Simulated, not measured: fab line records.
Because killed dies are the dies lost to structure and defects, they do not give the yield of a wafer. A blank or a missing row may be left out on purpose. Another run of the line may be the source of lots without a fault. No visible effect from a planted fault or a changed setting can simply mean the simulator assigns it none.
Which tool was responsible? ; flow sfq_line ; 13 lots, 39 wafers sampled, at 4 steps of a route of 325

== WHAT THE GAUGES SHOWED, per wafer ==
SFQ_C5_OVL_MEAS_937.
lot;measured;on;C5_OVL (nm)
L289;day 61 19:47;overlay-02;5 9 3
L290;day 61 23:23;overlay-01;4 3 5
L291;day 62 07:23;overlay-01;1 -1 0
L292;day 62 08:35;overlay-01;-5 -6 -3
L293;day 72 17:25;overlay-01;8 5 2
L299;day 77 03:08;overlay-01;-6 -6 -3
L302;day 77 12:59;overlay-02;3 3 6
L304;day 77 17:47;overlay-01;-10 -8 -10
L306;day 78 02:20;overlay-02;3 2 7
L307;day 78 02:53;overlay-02;8 10 7
L309;day 78 12:29;overlay-02;-3 -2 -4
L311;day 78 17:17;overlay-02;0 0 -6
L312;day 78 22:05;overlay-02;2 5 7

SFQ_M6_RS_MEAS_938: a four-point-probe measurement.
lot;measured;on;M6_NB_RS (ohm/sq)
L289;day 61 20:47;film_metro-04;0.884 0.883 0.881
L290;day 62 00:23;film_metro-03;0.886 0.882 0.875
L291;day 62 08:25;film_metro-01;0.904 0.909 0.901
L292;day 62 09:37;film_metro-04;0.892 0.880 0.888
L293;day 72 18:26;film_metro-04;0.915 0.896 0.901
L299;day 77 04:11;film_metro-01;0.887 0.896 0.874
L302;day 77 14:03;film_metro-01;0.865 0.880 0.892
L304;day 77 18:48;film_metro-03;0.874 0.874 0.876
L306;day 78 03:22;film_metro-03;0.896 0.903 0.907
L307;day 78 03:55;film_metro-04;0.891 0.890 0.890
L309;day 78 13:31;film_metro-03;0.883 0.894 0.884
L311;day 78 18:17;film_metro-01;0.887 0.888 0.892
L312;day 78 23:07;film_metro-03;0.887 0.894 0.889

== TOOL THAT RAN EACH LOT (tool first, then ch and the chambers of the sampled wafers, then the start) ==
lot;SFQ_TRILAYER_I4_VIA_ETCH_VIA_ETCH_106;SFQ_TRILAYER_M5_ETCH_METAL_ETCH_126
L289;rie_diel-04 ch 1,2,3, day 55 01:54;rie_metal-03 ch 0,1, day 60 17:54
L290;rie_diel-01 ch 0,3, day 55 06:42;rie_metal-04 ch 0,1, day 60 22:22
L291;rie_diel-02 ch 0,1,3, day 55 09:06;rie_metal-04 ch 0,1, day 61 07:52
L292;rie_diel-01 ch 0,3, day 55 22:18;rie_metal-04 ch 0,1, day 61 13:52
L293;rie_diel-02 ch 1,2, day 56 23:26;rie_metal-03 ch 0,1, day 62 16:36
L299;rie_diel-04 ch 0,2, day 59 04:21;rie_metal-03 ch 0,1, day 68 14:46
L302;rie_diel-02 ch 1,3, day 59 12:45;rie_metal-03 ch 0,1, day 69 00:22
L304;rie_diel-04 ch 0,1, day 60 05:33;rie_metal-04 ch 0,1, day 69 10:35
L306;rie_diel-01 ch 1,2, day 60 11:33;rie_metal-03 ch 0,1, day 69 15:23
L307;rie_diel-04 ch 0,1,2, day 60 12:56;rie_metal-01 ch 0,1, day 69 17:47
L309;rie_diel-01 ch 0,1,2, day 61 18:49;rie_metal-03 ch 0,1, day 70 15:19
L311;rie_diel-01 ch 1,2, day 62 00:39;rie_metal-03 ch 0,1, day 70 20:07
L312;rie_diel-04 ch 0,2,3, day 62 06:16;rie_metal-03 ch 0,1, day 71 00:55
- SFQ_TRILAYER_I4_VIA_ETCH_VIA_ETCH_106: etches SiO2 in CHF3, stops on Nb, target depth 260 nm.
- SFQ_TRILAYER_M5_ETCH_METAL_ETCH_126: etches Nb in Cl2/BCl3, stops on SiO2, time 203.2 s, target depth 265 nm.

== WHAT THE TOOLS THEMSELVES READ (means of the sampled wafers that have a number; where no wafer has one, the mark that the record gives instead) ==
SFQ_TRILAYER_I4_VIA_ETCH_VIA_ETCH_106.
lot;tool;bias_w (W);drypump_motor_current_A (A);oes_product_au (a.u.)
L289;rie_diel-04;79.92;5.7;0.854
L290;rie_diel-01;80.07;5.4;0.857
L291;rie_diel-02;79.90;5.4;0.852
L292;rie_diel-01;80.06;5.4;0.855
L293;rie_diel-02;80.08;5.3;0.850
L299;rie_diel-04;80.00;5.4;0.854
L302;rie_diel-02;78.65;5.2;0.867
L304;rie_diel-04;80.04;5.8;0.864
L306;rie_diel-01;80.06;5.9;0.858
L307;rie_diel-04;80.01;5.6;0.850
L309;rie_diel-01;79.99;5.9;0.860
L311;rie_diel-01;79.98;6.0;0.854
L312;rie_diel-04;80.15;5.4;0.862

SFQ_TRILAYER_M5_ETCH_METAL_ETCH_126.
lot;tool;bias_w (W);drypump_motor_current_A (A);oes_product_au (a.u.)
L289;rie_metal-03;80.02;5.9;0.728
L290;rie_metal-04;80.11;5.5;0.736
L291;rie_metal-04;80.05;5.3;0.729
L292;rie_metal-04;79.89;5.5;0.732
L293;rie_metal-03;80.30;6.0;0.722
L299;rie_metal-03;79.86;5.9;0.731
L302;rie_metal-03;79.89;6.0;0.727
L304;rie_metal-04;80.10;5.5;0.723
L306;rie_metal-03;80.01;5.9;0.732
L307;rie_metal-01;80.20;6.2;0.724
L309;rie_metal-03;80.10;6.0;0.732
L311;rie_metal-03;80.05;5.9;0.727
L312;rie_metal-03;79.95;6.0;0.731

== THE ANSWER, worked out from the rows above alone ==
Rule: usual is defined by the lots themselves. The widest of any qualifying gaps counts: lots, ordered by their means at a reading, are off when they make up no more than a third of the lots, leave a main group of 4 or more, and stand apart from it by 3 or more times the standard deviation of that group's means. If all means in a main group match to the digits the tables above print for the reading, that group is not used. Also off: a lot with no number at a reading for which 4 or more lots have one. The other lots that the step has rows for count as sound. Order of review: gauges by route order, followed by the tools' own readings, for which a lot's mean as printed above is used. The first step at which some lot is off is used, and at that step the reading that is off furthest; a lot without a number counts as furthest.
Off, at SFQ_TRILAYER_I4_VIA_ETCH_VIA_ETCH_106 on bias_w: L302. The main group has a mean of 80.02 W with a standard deviation of 0.067.
If a tool, at that step or one of the process steps before it, ran each lot that is off and ran no sound lot following the first of them, it fits. One candidate fits, namely rie_diel-02 at SFQ_TRILAYER_I4_VIA_ETCH_VIA_ETCH_106. A fault onset in the window from L293 (day 56 23:26, its last sound lot) to L302 (day 59 12:45, its first lot off) fits.
On the lots that are off, the tool's own readings at SFQ_TRILAYER_I4_VIA_ETCH_VIA_ETCH_106 differ by more than 5 times the standard deviation of the sound lots' means, which bears it out; bias_w reads 78.65 W there versus 80.02 W on the sound lots.

== WHAT THE SIMULATOR PUT IN ==
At SFQ_TRILAYER_I4_VIA_ETCH_VIA_ETCH_106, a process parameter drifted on rie_diel-02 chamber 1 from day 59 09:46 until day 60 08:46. A move of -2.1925 in setting bias_w, from 80. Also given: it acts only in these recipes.
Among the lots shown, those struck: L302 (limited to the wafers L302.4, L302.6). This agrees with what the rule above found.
